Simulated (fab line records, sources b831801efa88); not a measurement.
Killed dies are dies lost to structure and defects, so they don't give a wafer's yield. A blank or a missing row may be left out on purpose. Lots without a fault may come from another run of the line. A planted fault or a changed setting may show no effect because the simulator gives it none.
Problem report in the 8D (eight disciplines) form, filled by code | flow sky130 | the parts of the form that need people (team, actions taken, sign-off) are left out

1. THE PROBLEM
CONTACT_HDPCVD_THK at SKY_CONTACT_THK_MEAS_03 reads a mean of 799 nm on 4 wafers of 2 lots; wafers without a fault read 566 nm with a standard deviation of 5.6. That is +42 standard deviations from the usual mean.
First seen on wafer L885.3, day 36 15:11, on film_metro-02. The record holds 36 wafers of 12 lots with a number at this step. Rule for "out", or "out of limits": more than 4 standard deviations from the usual mean. The other wafers with a number count as sound.

2. WHAT IT IS AND WHAT IT IS NOT
question                    | is                             | is not
which readings at this step | CONTACT_HDPCVD_THK             | -
which lots                  | L885, L886                     | L870, L871, L873, L874, L875, L876, L878, L881, L887, L892
which wafers of those lots  | L885.3, L885.4, L886.2, L886.3 | L885.5, L886.5
read on which gauges        | film_metro-02                  | film_metro-03, film_metro-04
when                        | from day 36 15:11              | up to then (25 sound wafers); but 7 sound wafers of L886, L887, L892 came after

3. SUSPECTS, AND WHAT RULES EACH OUT
Counting: a tool at a process step up to the reading stays a suspect if it ran every lot that is out. Sound lots after the first of them don't rule it out here, since some wafers of a struck lot are sound.
- the gauge at SKY_CONTACT_THK_MEAS_03: ruled out. All the wafers that are out were read on film_metro-02, but those of them that SKY_CONTACT_CMP_04 has rows for are out there too, on other tools.
- hdpcvd-02 at SKY_CONTACT_HDPCVD_02 (deposits SiO2, target thk 565 nm, time 94.2 s): kept. It ran every lot that is out, first L885 (day 36 15:05); its last sound lot up to then is L878 (day 34 12:54).
Left after counting: hdpcvd-02 at SKY_CONTACT_HDPCVD_02.

4. THE CAUSE (what the simulator had put in)
Process parameter drift: hdpcvd-02, from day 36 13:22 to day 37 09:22, at SKY_CONTACT_HDPCVD_02. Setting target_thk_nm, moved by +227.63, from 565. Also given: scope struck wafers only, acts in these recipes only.
Counting left only this tool.

5. THE CHAIN OF EFFECTS, in route order
Each row: a reading whose mean over the struck wafers that have a number lies more than 3 standard deviations from the usual. Only readings for which the record gives a usual standard deviation are gone through. hours: the time from each lot's start at the first step in this table that gives one to its start at this step, as a median over the lots. sigmas: the change in usual standard deviations.
hours | step                    | reading            | usual  | on struck wafers | change | sigmas
0     | SKY_CONTACT_THK_MEAS_03 | CONTACT_HDPCVD_THK | 566 nm | 799              | +233   | +42
0     | SKY_CONTACT_CMP_04      | time_to_endpoint_s | 84 s   | 165              | +81    | +21
The process steps in it:
- SKY_CONTACT_CMP_04: polishes SiO2.

6. WHAT WOULD HAVE CAUGHT IT SOONER
In this record the first reading out of limits at a measuring or inspecting step was taken at day 36 15:11, 2 hours after the fault began at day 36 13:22.
Of the tool readings at SKY_CONTACT_HDPCVD_02 for which the record gives a usual standard deviation, none was out on any struck wafer, so an alarm limit of 4 standard deviations on them would not have fired.
Of the lots that are out (2), L886 began SKY_CONTACT_HDPCVD_02 on hdpcvd-02 after day 36 15:11. A hold on the tool at that time would have spared it.
